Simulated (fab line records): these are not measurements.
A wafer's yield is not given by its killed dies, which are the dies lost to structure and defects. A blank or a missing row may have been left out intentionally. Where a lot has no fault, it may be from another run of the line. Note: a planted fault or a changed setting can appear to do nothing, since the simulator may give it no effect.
Which tool is to blame? | flow gf180mcu | Sampling: 15 lots, 44 wafers, 3 of 602 route steps

WHAT THE GAUGES SHOWED, per wafer
GF_VT_IMPLANT_OVL_MEAS_40. Usual: VT_IMPLANT_03_OVL gives -0.1 nm (standard deviation 1.3).
lot  | measured     | on         | VT_IMPLANT_03_OVL (nm) | flag
L653 | day 7 11:59  | overlay-01 | 1.8 0.4                |
L657 | day 8 13:57  | overlay-01 | -0.2 -2.0 -1.5         |
L661 | day 9 17:00  | overlay-02 | -1.2 -0.7 -0.4         |
L662 | day 10 03:48 | overlay-02 | 1.3 -1.3 0.3           |
L663 | day 10 11:15 | overlay-02 | 1.4 -0.7 0.9           |
L665 | day 11 02:58 | overlay-02 | -0.1 1.9 1.6           |
L666 | day 11 06:03 | overlay-01 | -2.7 -1.5 -1.1         |
L667 | day 11 12:33 | overlay-02 | -0.3 0.8 -0.8          |
L668 | day 11 20:03 | overlay-02 | 2.1 0.5 1.4            |
L669 | day 12 02:35 | overlay-01 | -1.3 -0.2 -0.9         |
L670 | day 12 07:11 | overlay-01 | -0.9 2.7 0.9           |
L671 | day 12 11:47 | overlay-02 | 1.8 -0.1 0.0           |
L672 | day 12 20:47 | overlay-02 | -2.7 -3.1 -0.9         |
L674 | day 13 15:11 | overlay-01 | 0.5 1.5 1.4            |
L675 | day 13 22:35 | overlay-01 | -0.5 -0.3 -1.8         |

WHICH TOOL RAN EACH LOT (tool, then ch and the chambers of the sampled wafers, then the start)
lot  | GF_LVPWELL_STRIP_10                 | GF_MVSD_STRIP_10
L653 | plasma-asher-02 ch 0,1, day 3 21:19 | plasma-asher-01 ch 0,1, day 4 10:52
L657 | plasma-asher-02 ch 0,1, day 4 20:10 | plasma-asher-04 ch 0,1, day 5 10:32
L661 | plasma-asher-03 ch 0,1, day 5 17:56 | plasma-asher-01 ch 0,1, day 6 09:10
L662 | plasma-asher-03 ch 0,1, day 6 02:56 | plasma-asher-04 ch 0,1, day 6 18:02
L663 | plasma-asher-03 ch 1, day 6 10:02   | plasma-asher-01 ch 0,1, day 7 00:58
L665 | plasma-asher-04 ch 0,1, day 6 20:58 | plasma-asher-02 ch 0,1, day 7 12:41
L666 | plasma-asher-04 ch 0,1, day 7 01:40 | plasma-asher-02 ch 0,1, day 7 16:56
L667 | plasma-asher-04 ch 0,1, day 7 05:40 | plasma-asher-02 ch 0,1, day 7 21:10
L668 | plasma-asher-02 ch 1, day 7 11:17   | plasma-asher-02 ch 0,1, day 8 03:10
L669 | plasma-asher-04 ch 0,1, day 7 16:53 | plasma-asher-01 ch 0,1, day 8 08:46
L670 | plasma-asher-04 ch 0,1, day 7 20:43 | plasma-asher-02 ch 0,1, day 8 13:17
L671 | plasma-asher-02 ch 0,1, day 8 01:34 | plasma-asher-04 ch 0,1, day 8 18:02
L672 | plasma-asher-03 ch 0,1, day 8 07:49 | plasma-asher-02 ch 0,1, day 9 00:18
L674 | plasma-asher-02 ch 0,1, day 8 22:22 | plasma-asher-04 ch 0,1, day 9 15:34
L675 | plasma-asher-03 ch 0,1, day 9 04:20 | plasma-asher-01 ch 1, day 9 22:16
- GF_LVPWELL_STRIP_10: strips in O2/N2.
- GF_MVSD_STRIP_10: strips in O2/N2.

AS READ BY THE TOOLS THEMSELVES (means over the sampled wafers that have a number; for cases with no such wafer, the mark the record gives instead)
GF_LVPWELL_STRIP_10. Usual: drypump-motor-current-A 5.6 A, standard deviation 0.32; heater-power-w 323 W, standard deviation 22; oes-product-au 0.723 a.u., standard deviation 0.0048; strip-time-to-endpoint-s 36.96 s, standard deviation 0.11.
lot  | tool            | drypump-motor-current-A (A) | heater-power-w (W) | oes-product-au (a.u.) | strip-time-to-endpoint-s (s) | flag
L653 | plasma-asher-02 | 5.7                         | 321                | 0.724                 | 36.85                        |
L657 | plasma-asher-02 | 5.7                         | 314                | 0.723                 | 37.08                        |
L661 | plasma-asher-03 | 5.3                         | 345                | 0.723                 | 36.90                        |
L662 | plasma-asher-03 | 5.3                         | 339                | 0.722                 | 36.94                        |
L663 | plasma-asher-03 | 5.2                         | 332                | 0.722                 | 37.03                        |
L665 | plasma-asher-04 | 5.9                         | 296                | 0.725                 | 37.00                        |
L666 | plasma-asher-04 | 5.9                         | 292                | 0.721                 | 37.05                        |
L667 | plasma-asher-04 | 5.8                         | 304                | 0.723                 | 36.99                        |
L668 | plasma-asher-02 | 5.9                         | 303                | 0.721                 | 36.88                        |
L669 | plasma-asher-04 | 5.8                         | 298                | 0.725                 | 36.94                        |
L670 | plasma-asher-04 | 5.9                         | 294                | 0.723                 | 36.83                        |
L671 | plasma-asher-02 | 5.6                         | 328                | 0.722                 | 36.93                        |
L672 | plasma-asher-03 | 5.3                         | 337                | 0.726                 | 36.92                        |
L674 | plasma-asher-02 | 5.6                         | 329                | 0.721                 | 36.77                        |
L675 | plasma-asher-03 | 5.3                         | 346                | 0.727                 | 36.87                        |

GF_MVSD_STRIP_10. Usual: drypump-motor-current-A 5.78 A, standard deviation 0.25; heater-power-w 352 W, standard deviation 77; oes-product-au 0.723 a.u., standard deviation 0.0043; strip-time-to-endpoint-s 36.99 s, standard deviation 0.078.
lot  | tool            | drypump-motor-current-A (A) | heater-power-w (W) | oes-product-au (a.u.) | strip-time-to-endpoint-s (s) | flag
L653 | plasma-asher-01 | 5.85                        | 428                | 0.718                 | 36.94                        |
L657 | plasma-asher-04 | 5.76                        | 295                | 0.718                 | 36.89                        |
L661 | plasma-asher-01 | 5.86                        | 446                | 0.726                 | 37.02                        |
L662 | plasma-asher-04 | 5.93                        | 292                | 0.725                 | 37.04                        |
L663 | plasma-asher-01 | 5.79                        | 396                | 0.720                 | 37.06                        |
L665 | plasma-asher-02 | 5.75                        | 312                | 0.724                 | 36.93                        |
L666 | plasma-asher-02 | 5.75                        | 318                | 0.722                 | 37.03                        |
L667 | plasma-asher-02 | 5.75                        | 313                | 0.722                 | 36.97                        |
L668 | plasma-asher-02 | 5.59                        | 331                | 0.724                 | 37.02                        |
L669 | plasma-asher-01 | 5.80                        | 394                | 0.718                 | 37.00                        |
L670 | plasma-asher-02 | 5.56                        | 326                | 0.722                 | 37.02                        |
L671 | plasma-asher-04 | 5.73                        | 303                | 0.726                 | 37.01                        |
L672 | plasma-asher-02 | 5.57                        | 329                | 0.724                 | 37.05                        |
L674 | plasma-asher-04 | 5.74                        | 303                | 0.722                 | 37.01                        |
L675 | plasma-asher-01 | 5.78                        | 335                | 0.726                 | 36.97                        |

THE ANSWER, worked out from the rows above alone
Rule: take the mean of a lot's wafers that have a number; if it is more than 3 standard deviations from the usual mean, the lot is off. A lot without any number at a reading at which 4 lots or more have one is off too. All remaining lots with rows at the step are treated as sound. Order of review: gauges by route order, followed by the tools' own readings, for which a lot's mean as printed above is used. At the first step where some lot is off, the reading lying furthest off is the one used; lots without a number count as furthest.
Nothing can be told from this: no lot is off at any reading shown.

WHAT WAS PUT IN BY THE SIMULATOR
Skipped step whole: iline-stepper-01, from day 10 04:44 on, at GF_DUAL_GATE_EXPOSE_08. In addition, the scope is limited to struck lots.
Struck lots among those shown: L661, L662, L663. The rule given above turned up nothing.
